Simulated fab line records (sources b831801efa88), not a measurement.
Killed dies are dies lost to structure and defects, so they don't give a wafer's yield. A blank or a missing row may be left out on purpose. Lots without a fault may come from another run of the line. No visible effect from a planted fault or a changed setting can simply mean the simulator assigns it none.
fab line records	flow sky130
record lots=5	wafers=23
route steps=708 shown FIELD_ISO@4 DNWELL@37 PWDE@47 NWELL@71 VT_ADJUST_HVTP@94 VT_ADJUST_LVTN@110 VT_ADJUST_HVTR@135 VT_ADJUST_PCH@145
start-h: the number of hours between the record's first day and the start of the first shown wafer of the lot	wait-h: hours from the lot's prior step to this one	" identical to the entry in the row above	L1.1+2: a single row standing in for several wafers	- no value, or no start was given	* or withheld: withheld	< > ~ a bound
route shown NAME@n: NAME is a module with steps in the file, n the number in the route of the first one	usual: the fault-free wafers' mean and standard deviation	same: alike in all rows	chamber/n: place in a boat	sites: the reading at each site	_std_site: how widely they spread, as a standard deviation	_edge_site: mean of outer sites minus mean of inner sites	radius-mm: for every site, how far away it sits from the centre of the wafer	mask NAME#n: copy n	behind: the most recent tool/chamber to have shaped the wafer	hold: reason for holding the lot/hours on hold/outcome of the hold	device: whichever transistor did not switch (one of n, p or np)	end of line: tests run on the same wafers once the route is complete	for a step that has no rows: nothing shown but its recipe	killed: count of dies lost to structure and defects at first sort (not the wafer's yield)	map: shows each die of a wafer: x if killed, . if not, _ if none is there
set.NAME: the setting as run; set.NAME@STEP: as run at that earlier step	model.NAME: the simulator's own value behind a step, which no gauge read
lots with deliberately changed settings; one table per step, one row per wafer
## steps
# step SKY_FIELD_ISO_CVD_03
# recipe material=Si3N4	precursor=DCS/NH3	target-thk-nm=165	temp-c=770	time-s=2830	pressure-mtorr=250
lot.wafer	tool	chamber	start-h	wait-h	set.time-s
L074.1+2+4+5+6	-	-	-	1.1	2830
L078.1+2+3+5+6	-	-	-	1.2	2438
L079.1+4+5	lpcvd-02	1	37.40	0.1	2830
L080.1+2+4+5+6	-	-	-	1.3	3128
L082.2+3+4+5+6	-	-	-	0.0	3149
# step SKY_FIELD_ISO_ETCH_15
# recipe chemistry=CHF3/O2	target-depth-nm=180	stop-on=Si	source-w=600	bias-w=200	pressure-mtorr=40	chf3-flow-sccm=50	O2_flow_sccm=5	time-s=72
# usual oes-product-au=0.944/0.0061
lot.wafer	tool	chamber	start-h	wait-h	set.time-s	set.time-s@FIELD_ISO_CVD_03	oes-product-au
L074.1	rie-diel-04	3	31.38	0.0	72	2830	0.942
L074.2	"	0	"	"	72	2830	0.951
L074.4	"	1	"	"	65.6	2830	0.994
L074.5	"	3	"	"	72	2830	0.939
L074.6	"	0	"	"	65.6	2830	0.985
L078.1	rie-diel-01	0	50.48	0.0	72	2438	0.858
L078.2	"	2	"	"	82.09	2438	0.849
L078.3	"	3	"	"	82.09	2438	0.840
L078.5	"	0	"	"	82.09	2438	0.844
L078.6	"	3	"	"	72	2438	0.858
L079.1	rie-diel-01	1	55.15	0.0	72	2830	0.936
L079.4	"	3	"	"	72	2830	0.932
L079.5	"	0	"	"	72	2830	0.943
L080.1	rie-diel-02	0	61.03	0.0	72	3128	0.992
L080.2	"	2	"	"	68.27	3128	1.007
L080.4	"	3	"	"	72	3128	1.001
L080.5	"	0	"	"	68.27	3128	0.994
L080.6	"	3	"	"	72	3128	1.002
L082.2	rie-diel-04	3	71.18	0.0	63.55	3149	1.004
L082.3	"	1	"	"	63.55	3149	0.998
L082.4	"	0	"	"	72	3149	0.998
L082.5	"	1	"	"	72	3149	0.995
L082.6	"	0	"	"	63.55	3149	0.999
# step SKY_FIELD_ISO_STRIP_16
# recipe chemistry=O2/N2	power-w=1400	pressure-mtorr=1500	platen-temp-c=withheld	o2-flow-sccm=3000	n2-flow-sccm=300	overash-fraction=0.5
# usual strip-time-to-endpoint-s=3.54/0.036
lot.wafer	tool	chamber	start-h	wait-h	set.time-s@FIELD_ISO_ETCH_15	strip-time-to-endpoint-s
L074.1	plasma-asher-01	0	31.44	0.0	72	3.55
L074.2	"	1	"	"	72	3.55
L074.4	"	1	"	"	65.6	3.74
L074.5	"	0	"	"	72	3.56
L074.6	"	1	"	"	65.6	3.70
L078.1	plasma-asher-03	0	50.54	0.0	72	3.53
L078.2	"	1	"	"	82.09	3.24
L078.3	"	1	"	"	82.09	3.27
L078.5	"	0	"	"	82.09	3.29
L078.6	"	1	"	"	72	3.52
L079.1	plasma-asher-01	0	55.21	0.0	72	3.56
L079.4	"	0	"	"	72	3.52
L079.5	"	0	"	"	72	3.51
L080.1	plasma-asher-03	1	61.09	0.0	72	3.55
L080.2	"	0	"	"	68.27	3.63
L080.4	"	1	"	"	72	3.47
L080.5	"	1	"	"	68.27	3.65
L080.6	"	0	"	"	72	3.47
L082.2	plasma-asher-04	1	71.24	0.0	63.55	3.78
L082.3	"	0	"	"	63.55	3.79
L082.4	"	1	"	"	72	3.56
L082.5	"	0	"	"	72	3.58
L082.6	"	1	"	"	63.55	3.80
# step SKY_DNWELL_COAT_02
# recipe spin-rpm=2000	resist-thk-nm=3000
lot.wafer	tool	chamber	start-h	wait-h	set.spin-rpm	model.coat_of_DNWELL_COAT_02.thk-nm
L074.1	litho-track-01	0	46.62	0.1	2000	2987
L074.2	"	0	"	"	2000	2989
L074.4	"	0	"	"	2000	2990
L074.5	"	0	"	"	1880	3092
L074.6	"	0	"	"	1880	3093
L078.1	litho-track-02	0	67.65	0.1	2055	2962
L078.2	"	0	"	"	2000	2994
L078.3	"	0	"	"	2000	3012
L078.5	"	0	"	"	2055	2967
L078.6	"	0	"	"	2055	2968
L079.1	litho-track-01	0	72.27	0.1	2000	3011
L079.4	"	0	"	"	2000	2997
L079.5	"	0	"	"	2000	3007
L080.1	litho-track-01	0	80.07	0.1	2080	2937
L080.2	"	0	"	"	2080	2931
L080.4	"	0	"	"	2000	2989
L080.5	"	0	"	"	2000	2997
L080.6	"	0	"	"	2000	2986
L082.2	litho-track-02	0	92.58	0.1	1878	3108
L082.3	"	0	"	"	1878	3104
L082.4	"	0	"	"	2000	3011
L082.5	"	0	"	"	1878	3103
L082.6	"	0	"	"	2000	3003
# step SKY_DNWELL_SOFTBAKE_03
# recipe temp-c=110	time-s=withheld
# step SKY_DNWELL_EXPOSE_04
# recipe mask-id=DNM	na=0.57	target-cd-nm=3000	dose-mj=222
# step SKY_DNWELL_DEVELOP_06
# recipe wall-angle-deg=90	developer=TMAH	develop-time-s=60	dev-temp-c=23
# step SKY_DNWELL_IMPLANT_07
# recipe species=P	energy-kev=withheld	dose-cm2=withheld	tilt-deg=withheld
# step SKY_DNWELL_STRIP_08
# recipe chemistry=O2/N2	power-w=1400	pressure-mtorr=1500	platen-temp-c=withheld	o2-flow-sccm=3000	n2-flow-sccm=300	overash-fraction=0.5
# usual strip-time-to-endpoint-s=36.94/0.11
lot.wafer	tool	chamber	start-h	wait-h	set.spin-rpm@DNWELL_COAT_02	strip-time-to-endpoint-s
L074.1	plasma-asher-04	0	54.82	0.1	2000	36.76
L074.2	"	1	"	"	2000	36.78
L074.4	"	1	"	"	2000	36.79
L074.5	"	1	"	"	1880	37.97
L074.6	"	0	"	"	1880	37.97
L078.1	plasma-asher-02	0	76.67	0.1	2055	36.48
L078.2	"	1	"	"	2000	36.85
L078.3	"	1	"	"	2000	37.05
L078.5	"	0	"	"	2055	36.52
L078.6	"	1	"	"	2055	36.54
L079.1	plasma-asher-02	1	80.54	0.1	2000	37.05
L079.4	"	0	"	"	2000	36.88
L079.5	"	1	"	"	2000	36.98
L080.1	plasma-asher-04	1	89.00	0.1	2080	36.21
L080.2	"	0	"	"	2080	36.13
L080.4	"	0	"	"	2000	36.77
L080.5	"	1	"	"	2000	36.89
L080.6	"	0	"	"	2000	36.74
L082.2	plasma-asher-04	0	101.37	0.1	1878	38.14
L082.3	"	1	"	"	1878	38.12
L082.4	"	0	"	"	2000	37.05
L082.5	"	1	"	"	1878	38.08
L082.6	"	0	"	"	2000	36.95
# step SKY_PWDE_COAT_02
# recipe spin-rpm=2000	resist-thk-nm=3000
lot.wafer	tool	chamber	start-h	wait-h	set.resist-thk-nm	model.coat_of_PWDE_COAT_02.thk-nm
L074.1	litho-track-02	0	62.60	0.1	3000	3001
L074.2	"	0	"	"	3000	3011
L074.4	"	0	"	"	3000	3013
L074.5	"	0	"	"	3000	3010
L074.6	"	0	"	"	3000	3019
L078.1	litho-track-04	0	84.44	0.1	3000	3014
L078.2	"	0	"	"	3000	3022
L078.3	"	0	"	"	2953	2981
L078.5	"	0	"	"	2953	2985
L078.6	"	0	"	"	3000	3020
L079.1	litho-track-03	0	89.12	0.1	3000	3000
L079.4	"	0	"	"	3000	3006
L079.5	"	0	"	"	3000	3003
L080.1	litho-track-04	0	96.69	0.1	3169	3178
L080.2	"	0	"	"	3169	3186
L080.4	"	0	"	"	3169	3172
L080.5	"	0	"	"	3000	2992
L080.6	"	0	"	"	3000	3000
L082.2	litho-track-03	0	111.00	0.1	3000	2999
L082.3	"	0	"	"	2922	2918
L082.4	"	0	"	"	3000	3001
L082.5	"	0	"	"	2922	2920
L082.6	"	0	"	"	3000	2995
# step SKY_PWDE_SOFTBAKE_03
# recipe temp-c=110	time-s=withheld
# step SKY_PWDE_EXPOSE_04
# recipe mask-id=PWDEM	na=0.6	source-shape=conventional	sigma-outer=0.6	polarization=unpolarized	target-cd-nm=840	dose-mj=214
# step SKY_PWDE_IMPLANT_08
# recipe species=B	energy-kev=150	dose-cm2=3.648e+12	tilt-deg=withheld
# step SKY_PWDE_STRIP_09
# recipe chemistry=O2/N2	power-w=1400	pressure-mtorr=1500	platen-temp-c=withheld	o2-flow-sccm=3000	n2-flow-sccm=300	overash-fraction=0.5
# usual strip-time-to-endpoint-s=37.00/0.12
lot.wafer	tool	chamber	start-h	wait-h	set.resist-thk-nm@PWDE_COAT_02	strip-time-to-endpoint-s
L074.1	plasma-asher-01	1	71.99	0.1	3000	36.93
L074.2	"	0	"	"	3000	37.04
L074.4	"	1	"	"	3000	37.08
L074.5	"	0	"	"	3000	37.02
L074.6	"	1	"	"	3000	37.14
L078.1	plasma-asher-04	1	94.12	0.1	3000	37.07
L078.2	"	0	"	"	3000	37.16
L078.3	"	0	"	"	2953	36.68
L078.5	"	1	"	"	2953	36.74
L078.6	"	0	"	"	3000	37.14
L079.1	plasma-asher-04	0	97.84	0.1	3000	36.91
L079.4	"	1	"	"	3000	36.98
L079.5	"	1	"	"	3000	36.96
L080.1	plasma-asher-04	1	106.11	0.1	3169	38.94
L080.2	"	0	"	"	3169	39.02
L080.4	"	1	"	"	3169	38.85
L080.5	"	1	"	"	3000	36.82
L080.6	"	0	"	"	3000	36.90
L082.2	plasma-asher-01	1	119.41	0.1	3000	36.91
L082.3	"	1	"	"	2922	35.98
L082.4	"	0	"	"	3000	36.92
L082.5	"	1	"	"	2922	36.01
L082.6	"	0	"	"	3000	36.83
# step SKY_NWELL_COAT_18
# recipe spin-rpm=2000	resist-thk-nm=3000
lot.wafer	tool	chamber	start-h	wait-h	set.resist-thk-nm	model.coat_of_NWELL_COAT_18.thk-nm
L074.1	litho-track-02	0	96.95	0.1	2850	2853
L074.2	"	0	"	"	2850	2848
L074.4	"	0	"	"	3000	3011
L074.5	"	0	"	"	3000	2996
L074.6	"	0	"	"	2850	2840
L078.1	litho-track-01	0	121.22	0.1	3000	2981
L078.2	"	0	"	"	3000	2985
L078.3	"	0	"	"	2889	2867
L078.5	"	0	"	"	2889	2875
L078.6	"	0	"	"	2889	2865
L079.1	litho-track-01	0	126.72	0.1	3000	3005
L079.4	"	0	"	"	3000	3003
L079.5	"	0	"	"	3000	2995
L080.1	litho-track-01	0	135.62	0.1	3000	2989
L080.2	"	0	"	"	2948	2945
L080.4	"	0	"	"	3000	2991
L080.5	"	0	"	"	2948	2940
L080.6	"	0	"	"	3000	2995
L082.2	litho-track-01	0	148.60	0.1	3114	3117
L082.3	"	0	"	"	3114	3109
L082.4	"	0	"	"	3000	2998
L082.5	"	0	"	"	3000	2992
L082.6	"	0	"	"	3114	3113
# step SKY_NWELL_IMPLANT_24
# recipe species=B	energy-kev=140	dose-cm2=9.2e+12	tilt-deg=withheld
lot.wafer	tool	chamber	start-h	wait-h	set.dose-cm2
L074.1+6	implanter-03	0	106.21	0.0	9.679e+12
L074.2+4+5	"	0	"	"	9.2e+12
L078.1+2+5	implanter-02	0	131.96	0.0	9.2e+12
L078.3+6	"	0	"	"	9.867e+12
L079.1+4+5	implanter-02	0	136.41	0.0	9.2e+12
L080.1+2	implanter-04	0	145.66	0.0	9.001e+12
L080.4+5+6	"	0	"	"	9.2e+12
L082.2+6	implanter-04	0	158.43	0.0	9.2e+12
L082.3+4+5	"	0	"	"	9.588e+12
# step SKY_NWELL_STRIP_25
# recipe chemistry=O2/N2	power-w=1400	pressure-mtorr=1500	platen-temp-c=withheld	o2-flow-sccm=3000	n2-flow-sccm=300	overash-fraction=0.5
# usual strip-time-to-endpoint-s=36.92/0.12
lot.wafer	tool	chamber	start-h	wait-h	set.resist-thk-nm@NWELL_COAT_18	strip-time-to-endpoint-s
L074.1	plasma-asher-02	1	106.36	0.1	2850	35.25
L074.2	"	0	"	"	2850	35.19
L074.4	"	1	"	"	3000	37.04
L074.5	"	0	"	"	3000	36.88
L074.6	"	1	"	"	2850	35.09
L078.1	plasma-asher-01	0	132.11	0.1	3000	36.71
L078.2	"	1	"	"	3000	36.74
L078.3	"	1	"	"	2889	35.37
L078.5	"	0	"	"	2889	35.48
L078.6	"	1	"	"	2889	35.35
L079.1	plasma-asher-03	0	136.56	0.1	3000	36.97
L079.4	"	1	"	"	3000	36.95
L079.5	"	0	"	"	3000	36.85
L080.1	plasma-asher-01	0	145.81	0.1	3000	36.78
L080.2	"	1	"	"	2948	36.32
L080.4	"	0	"	"	3000	36.80
L080.5	"	0	"	"	2948	36.24
L080.6	"	1	"	"	3000	36.85
L082.2	plasma-asher-01	1	158.56	0.1	3114	38.23
L082.3	"	1	"	"	3114	38.14
L082.4	"	0	"	"	3000	36.90
L082.5	"	1	"	"	3000	36.81
L082.6	"	0	"	"	3114	38.20
# step SKY_NWELL_TW_MEAS_26
# usual NWELL_2_TW=493/3.8
lot.wafer	tool	chamber	start-h	wait-h	set.dose-cm2@NWELL_IMPLANT_24	NWELL_2_TW
L074.1	film-metro-02	-	106.46	0.1	9.679e+12	502
L074.2	"	-	"	"	9.2e+12	493
L074.4	"	-	"	"	9.2e+12	493
L074.5	"	-	"	"	9.2e+12	493
L074.6	"	-	"	"	9.679e+12	502
L078.1	film-metro-01	-	132.21	0.1	9.2e+12	493
L078.2	"	-	"	"	9.2e+12	490
L078.3	"	-	"	"	9.867e+12	502
L078.5	"	-	"	"	9.2e+12	493
L078.6	"	-	"	"	9.867e+12	503
L079.1	film-metro-01	-	136.66	0.1	9.2e+12	494
L079.4	"	-	"	"	9.2e+12	490
L079.5	"	-	"	"	9.2e+12	493
L080.1	film-metro-02	-	145.91	0.1	9.001e+12	495
L080.2	"	-	"	"	9.001e+12	490
L080.4	"	-	"	"	9.2e+12	498
L080.5	"	-	"	"	9.2e+12	492
L080.6	"	-	"	"	9.2e+12	493
L082.2	film-metro-01	-	158.67	0.1	9.2e+12	495
L082.3	"	-	"	"	9.588e+12	503
L082.4	"	-	"	"	9.588e+12	503
L082.5	"	-	"	"	9.588e+12	501
L082.6	"	-	"	"	9.2e+12	494
# step SKY_VT_ADJUST_HVTP_IMPLANT_09
# recipe species=As	energy-kev=150	dose-cm2=4.3e+12	tilt-deg=withheld
lot.wafer	tool	chamber	start-h	wait-h	set.energy-kev	model.implant.rp-nm	model.implant.drp-nm
L074.1+5	implanter-01	0	126.04	0.0	154.9	85.64	34.3
L074.2+4+6	"	0	"	"	150	83.09	33.4
L078.1+3	implanter-02	0	151.78	0.0	150	86.74	33.4
L078.2+5+6	"	0	"	"	154.5	89.19	34.23
L079.1+4+5	implanter-03	0	156.93	0.0	150	81.44	33.4
L080.1+2+4+5+6	implanter-01	0	165.63	0.0	150	81.34	33.4
L082.2+5+6	implanter-03	0	179.22	0.0	150	83.45	33.4
L082.3+4	"	0	"	"	146.2	81.43	32.72
# step SKY_VT_ADJUST_LVTN_COAT_13
# recipe resist=NOVOLAK	spin-rpm=3000	resist-thk-nm=1140
lot.wafer	tool	chamber	start-h	wait-h	set.resist-thk-nm	model.NOVOLAK_of_VT_ADJUST_LVTN_COAT_13.thk-nm
L074.1+5	litho-track-02	0	154.90	0.1	1140	1141
L074.2+6	"	0	"	"	1140	1140
L074.4	"	0	"	"	1140	1139
L078.1	litho-track-04	0	180.54	0.1	1079	1074
L078.2	"	0	"	"	1140	1135
L078.3+5	"	0	"	"	1079	1075
L078.6	"	0	"	"	1140	1137
L079.1+4+5	litho-track-02	0	186.45	0.1	1140	1135
L080.1	litho-track-04	0	197.14	0.1	1086	1090
L080.2	"	0	"	"	1086	1086
L080.4	"	0	"	"	1086	1091
L080.5	"	0	"	"	1140	1146
L080.6	"	0	"	"	1140	1144
L082.2	litho-track-02	0	210.38	0.1	1140	1144
L082.3	"	0	"	"	1140	1140
L082.4	"	0	"	"	1140	1141
L082.5	"	0	"	"	1140	1145
L082.6	"	0	"	"	1140	1137
# step SKY_VT_ADJUST_LVTN_DEVELOP_17
# recipe resist=NOVOLAK	developer=TMAH	develop-time-s=60	dev-temp-c=23
lot.wafer	tool	chamber	start-h	wait-h	set.dev-temp-c
L074.1+4+6	litho-track-02	0	164.20	0.1	25.79
L074.2+5	"	0	"	"	23
L078.1+5+6	litho-track-04	0	191.64	0.1	19.36
L078.2+3	"	0	"	"	23
L079.1+4+5	litho-track-02	0	197.30	0.1	23
L080.1+5+6	litho-track-04	0	207.84	0.1	26.38
L080.2+4	"	0	"	"	23
L082.2+3+4	litho-track-04	0	221.76	0.1	23
L082.5+6	"	0	"	"	26.52
# step SKY_VT_ADJUST_LVTN_IMPLANT_19
# recipe species=B	energy-kev=30	dose-cm2=6.5e+11	tilt-deg=withheld
# step SKY_VT_ADJUST_LVTN_STRIP_20
# recipe chemistry=O2/N2	power-w=1400	pressure-mtorr=1500	platen-temp-c=withheld	o2-flow-sccm=3000	n2-flow-sccm=300	overash-fraction=0.5
# usual strip-time-to-endpoint-s=14.18/0.045
lot.wafer	tool	chamber	start-h	wait-h	set.resist-thk-nm@VT_ADJUST_LVTN_COAT_13	strip-time-to-endpoint-s
L074.1	plasma-asher-04	0	164.54	0.1	1140	14.17
L074.2	"	1	"	"	1140	14.18
L074.4	"	0	"	"	1140	14.17
L074.5	"	0	"	"	1140	14.19
L074.6	"	1	"	"	1140	14.18
L078.1	plasma-asher-04	0	191.97	0.1	1079	13.40
L078.2	"	1	"	"	1140	14.12
L078.3	"	1	"	"	1079	13.43
L078.5	"	0	"	"	1079	13.42
L078.6	"	1	"	"	1140	14.15
L079.1	plasma-asher-04	0	197.64	0.1	1140	14.12
L079.4	"	0	"	"	1140	14.13
L079.5	"	1	"	"	1140	14.10
L080.1	plasma-asher-02	0	208.17	0.1	1086	13.60
L080.2	"	1	"	"	1086	13.55
L080.4	"	1	"	"	1086	13.59
L080.5	"	1	"	"	1140	14.27
L080.6	"	0	"	"	1140	14.20
L082.2	plasma-asher-04	0	222.07	0.1	1140	14.22
L082.3	"	0	"	"	1140	14.19
L082.4	"	1	"	"	1140	14.19
L082.5	"	1	"	"	1140	14.24
L082.6	"	0	"	"	1140	14.13
# step SKY_VT_ADJUST_HVTR_EXPOSE_04
# recipe mask-id=HVTRM	target-cd-nm=380	na=0.6	source-shape=conventional	sigma-outer=0.6	dose-mj=150
lot.wafer	tool	chamber	start-h	wait-h	mask	set.dose-mj
L074.1+2+4+5+6	iline-stepper-01	0	-	-	HVTRM#0	150
L078.1+2+5	iline-stepper-01	0	-	-	HVTRM#0	150
L078.3+6	"	0	"	"	HVTRM#0	160.4
L079.1+4+5	iline-stepper-01	0	-	-	HVTRM#0	150
L080.1+2+4+5+6	iline-stepper-02	0	-	-	HVTRM#0	150
L082.2+3+6	iline-stepper-02	0	-	-	HVTRM#0	150
L082.4+5	"	0	"	"	HVTRM#0	159.1
# step SKY_VT_ADJUST_HVTR_PEB_05
# recipe temp-c=withheld	time-s=*	resist=NOVOLAK
# step SKY_VT_ADJUST_HVTR_DEVELOP_06
# recipe develop-time-s=60	dev-temp-c=23
# step SKY_VT_ADJUST_HVTR_CD_MEAS_07
# recipe target-cd-nm=380
# usual cd-nm=379.5/2.5
lot.wafer	tool	chamber	start-h	wait-h	set.dose-mj@VT_ADJUST_HVTR_EXPOSE_04	cd-nm
L074.1	cd-sem-01	-	205.97	0.1	150	381.7
L074.2	"	-	"	"	150	378.0
L074.4	"	-	"	"	150	381.3
L074.5	"	-	"	"	150	381.9
L074.6	"	-	"	"	150	381.2
L078.1	cd-sem-01	-	234.05	0.1	150	379.9
L078.2	"	-	"	"	150	378.0
L078.3	"	-	"	"	160.4	400.1
L078.5	"	-	"	"	150	379.4
L078.6	"	-	"	"	160.4	400.8
L079.1	cd-sem-02	-	241.27	0.1	150	378.9
L079.4	"	-	"	"	150	376.3
L079.5	"	-	"	"	150	377.5
L080.1	cd-sem-02	-	251.12	0.1	150	380.6
L080.2	"	-	"	"	150	381.4
L080.4	"	-	"	"	150	379.8
L080.5	"	-	"	"	150	380.8
L080.6	"	-	"	"	150	378.5
L082.2	cd-sem-02	-	267.27	0.1	150	385.9
L082.3	"	-	"	"	150	384.8
L082.4	"	-	"	"	159.1	402.0
L082.5	"	-	"	"	159.1	399.1
L082.6	"	-	"	"	150	384.9
# step SKY_VT_ADJUST_PCH_COAT_02
# recipe spin-rpm=2000	resist-thk-nm=3000
lot.wafer	tool	chamber	start-h	wait-h	set.resist-thk-nm	model.coat_of_VT_ADJUST_PCH_COAT_02.thk-nm
L074.1+6	litho-track-01	0	217.57	0.1	3000	2992
L074.2	"	0	"	"	3000	2991
L074.4	"	0	"	"	3000	2993
L074.5	"	0	"	"	3000	2999
L078.1	litho-track-01	0	245.57	0.1	3000	2991
L078.2	"	0	"	"	3000	2982
L078.3	"	0	"	"	2946	2934
L078.5	"	0	"	"	2946	2940
L078.6	"	0	"	"	3000	2998
L079.1	litho-track-03	0	252.22	0.1	3000	2994
L079.4	"	0	"	"	3000	2990
L079.5	"	0	"	"	3000	2992
L080.1	litho-track-03	0	262.92	0.1	2886	2883
L080.2	"	0	"	"	3000	2996
L080.4	"	0	"	"	3000	2995
L080.5	"	0	"	"	3000	2985
L080.6	"	0	"	"	2886	2876
L082.2	litho-track-03	0	279.40	0.1	3054	3042
L082.3	"	0	"	"	3000	2981
L082.4	"	0	"	"	3000	2986
L082.5	"	0	"	"	3054	3035
L082.6	"	0	"	"	3000	2976
## key
split step=SKY_FIELD_ISO_CVD_03	setting=time-s	stated=2830	by=lot
response step=SKY_FIELD_ISO_ETCH_15	reading=oes-product-au	change=+0.00589	per=1%	r=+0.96
split step=SKY_FIELD_ISO_ETCH_15	setting=time-s	stated=72	by=wafer
response step=SKY_FIELD_ISO_STRIP_16	reading=strip-time-to-endpoint-s	change=*	per=1%	r=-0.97
split step=SKY_DNWELL_COAT_02	setting=spin-rpm	stated=2000	by=wafer
response step=SKY_DNWELL_COAT_02	reading=model.coat_of_DNWELL_COAT_02.thk-nm	change=-16	per=1%	r=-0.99
response step=SKY_DNWELL_STRIP_08	reading=strip-time-to-endpoint-s	change=*	per=1%	r=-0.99
split step=SKY_PWDE_COAT_02	setting=resist-thk-nm	stated=3000	by=wafer
response step=SKY_PWDE_COAT_02	reading=model.coat_of_PWDE_COAT_02.thk-nm	change=+31.5	per=1%	r=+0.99
response step=SKY_PWDE_STRIP_09	reading=strip-time-to-endpoint-s	change=*	per=1%	r=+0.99
split step=SKY_NWELL_COAT_18	setting=resist-thk-nm	stated=3000	by=wafer
response step=SKY_NWELL_COAT_18	reading=model.coat_of_NWELL_COAT_18.thk-nm	change=+31	per=1%	r=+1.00
response step=SKY_NWELL_STRIP_25	reading=strip-time-to-endpoint-s	change=*	per=1%	r=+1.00
split step=SKY_NWELL_IMPLANT_24	setting=dose-cm2	stated=9.2e+12	by=wafer
response step=SKY_NWELL_TW_MEAS_26	reading=NWELL_2_TW	change=+1.52	per=1%	r=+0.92
split step=SKY_VT_ADJUST_HVTP_IMPLANT_09	setting=energy-kev	stated=150	by=wafer
response step=SKY_VT_ADJUST_HVTP_IMPLANT_09	reading=model.implant.rp-nm	change=+0.798	per=1%	r=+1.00
response step=SKY_VT_ADJUST_HVTP_IMPLANT_09	reading=model.implant.drp-nm	change=+0.274	per=1%	r=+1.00
split step=SKY_VT_ADJUST_LVTN_COAT_13	setting=resist-thk-nm	stated=1140	by=wafer
response step=SKY_VT_ADJUST_LVTN_COAT_13	reading=model.NOVOLAK_of_VT_ADJUST_LVTN_COAT_13.thk-nm	change=+11.6	per=1%	r=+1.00
response step=SKY_VT_ADJUST_LVTN_STRIP_20	reading=strip-time-to-endpoint-s	change=*	per=1%	r=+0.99
split step=SKY_VT_ADJUST_LVTN_DEVELOP_17	setting=dev-temp-c	stated=23	by=wafer
response none clear
split step=SKY_VT_ADJUST_HVTR_EXPOSE_04	setting=dose-mj	stated=150	by=wafer
response step=SKY_VT_ADJUST_HVTR_CD_MEAS_07	reading=cd-nm	change=+2.85	per=1%	r=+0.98
split step=SKY_VT_ADJUST_PCH_COAT_02	setting=resist-thk-nm	stated=3000	by=wafer
response step=SKY_VT_ADJUST_PCH_COAT_02	reading=model.coat_of_VT_ADJUST_PCH_COAT_02.thk-nm	change=+30	per=1%	r=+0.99
